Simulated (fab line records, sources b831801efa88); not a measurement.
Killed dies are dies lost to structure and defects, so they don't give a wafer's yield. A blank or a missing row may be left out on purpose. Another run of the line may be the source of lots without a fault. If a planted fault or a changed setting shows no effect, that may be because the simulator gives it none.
Chamber matching / flow gf180mcu / cmp-01 running GF_CONTACT_CMP_04: 4 sister chambers
The step polishes SiO2. 16 wafers are shown with their chamber, then 7 later ones without.

WAFERS PAIRED WITH THEIR CHAMBERS
wafer=L156.1; chamber=1; motor-current-A (A)=12.1; time-to-endpoint-s (s)=114; edge-zone-pressure-frac=1.000
wafer=L156.2; chamber=0; motor-current-A (A)=11.2; time-to-endpoint-s (s)=112; edge-zone-pressure-frac=1.007
wafer=L156.4; chamber=2; motor-current-A (A)=12.5; time-to-endpoint-s (s)=119; edge-zone-pressure-frac=1.010
wafer=L158.1; chamber=1; motor-current-A (A)=12.1; time-to-endpoint-s (s)=111; edge-zone-pressure-frac=1.002
wafer=L158.4; chamber=2; motor-current-A (A)=12.0; time-to-endpoint-s (s)=113; edge-zone-pressure-frac=1.000
wafer=L158.5; chamber=3; motor-current-A (A)=10.9; time-to-endpoint-s (s)=103; edge-zone-pressure-frac=1.003
wafer=L163.1; chamber=3; motor-current-A (A)=11.3; time-to-endpoint-s (s)=100; edge-zone-pressure-frac=0.990
wafer=L163.2; chamber=1; motor-current-A (A)=12.5; time-to-endpoint-s (s)=116; edge-zone-pressure-frac=0.999
wafer=L163.3; chamber=2; motor-current-A (A)=12.5; time-to-endpoint-s (s)=114; edge-zone-pressure-frac=1.005
wafer=L162.2; chamber=0; motor-current-A (A)=12.4; time-to-endpoint-s (s)=102; edge-zone-pressure-frac=1.002
wafer=L162.4; chamber=3; motor-current-A (A)=11.5; time-to-endpoint-s (s)=109; edge-zone-pressure-frac=1.004
wafer=L162.6; chamber=0; motor-current-A (A)=12.5; time-to-endpoint-s (s)=106; edge-zone-pressure-frac=0.996
wafer=L166.3; chamber=3; motor-current-A (A)=11.2; time-to-endpoint-s (s)=84; edge-zone-pressure-frac=0.996
wafer=L166.5; chamber=0; motor-current-A (A)=12.3; time-to-endpoint-s (s)=88; edge-zone-pressure-frac=0.991
wafer=L166.6; chamber=1; motor-current-A (A)=12.5; time-to-endpoint-s (s)=104; edge-zone-pressure-frac=1.000
wafer=L167.2; chamber=2; motor-current-A (A)=11.7; time-to-endpoint-s (s)=88; edge-zone-pressure-frac=0.998

SIGNATURES (averages over the wafers above)
reading=motor-current-A; chamber 0=12.100; chamber 1=12.300; chamber 2=12.175; chamber 3=11.225; scatter within a chamber=0.399
reading=time-to-endpoint-s; chamber 0=102.00; chamber 1=111.25; chamber 2=108.50; chamber 3=99.00; scatter within a chamber=10.5
reading=edge-zone-pressure-frac; chamber 0=0.99900; chamber 1=1.00025; chamber 2=1.00325; chamber 3=0.99825; scatter within a chamber=0.00552
Rule: a wafer's distance from a chamber is the root of the sum, over the readings, of the square of ((its reading less the chamber's mean) divided by the reading's scatter). The wafer belongs to the nearest chamber; if the next one is less than 2 further off, it can't be placed. The scatter: take each reading less its chamber's mean, square it, sum over the shown wafers, divide by the number of wafers less the number of chambers, and take the root.

WAFERS WHOSE CHAMBER IS MISSING
wafer=L167.5; motor-current-A (A)=12.7; time-to-endpoint-s (s)=86; edge-zone-pressure-frac=0.993
wafer=L176.1; motor-current-A (A)=13.3; time-to-endpoint-s (s)=119; edge-zone-pressure-frac=1.006
wafer=L176.3; motor-current-A (A)=12.1; time-to-endpoint-s (s)=118; edge-zone-pressure-frac=1.010
wafer=L176.4; motor-current-A (A)=12.3; time-to-endpoint-s (s)=109; edge-zone-pressure-frac=1.010
wafer=L177.2; motor-current-A (A)=12.6; time-to-endpoint-s (s)=105; edge-zone-pressure-frac=1.004
wafer=L177.3; motor-current-A (A)=10.3; time-to-endpoint-s (s)=113; edge-zone-pressure-frac=1.007
wafer=L177.5; motor-current-A (A)=13.1; time-to-endpoint-s (s)=125; edge-zone-pressure-frac=0.996

WHICH CHAMBER EACH WENT THROUGH
wafer=L167.5; from the rows above=can't be placed: 0 or 1 or 2 or 3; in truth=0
wafer=L176.1; from the rows above=can't be placed: 1 or 2 or 0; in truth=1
wafer=L176.3; from the rows above=can't be placed: 2 or 1 or 0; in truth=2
wafer=L176.4; from the rows above=can't be placed: 2 or 1 or 0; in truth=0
wafer=L177.2; from the rows above=can't be placed: 2 or 1 or 0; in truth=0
wafer=L177.3; from the rows above=can't be placed: 3 or 2 or 0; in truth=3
wafer=L177.5; from the rows above=can't be placed: 1 or 2 or 0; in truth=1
Placed correctly: 0 of 7. Cannot be placed on the basis of these rows: 7; the candidates contain the true chamber in 7. Wrongly placed: 0.
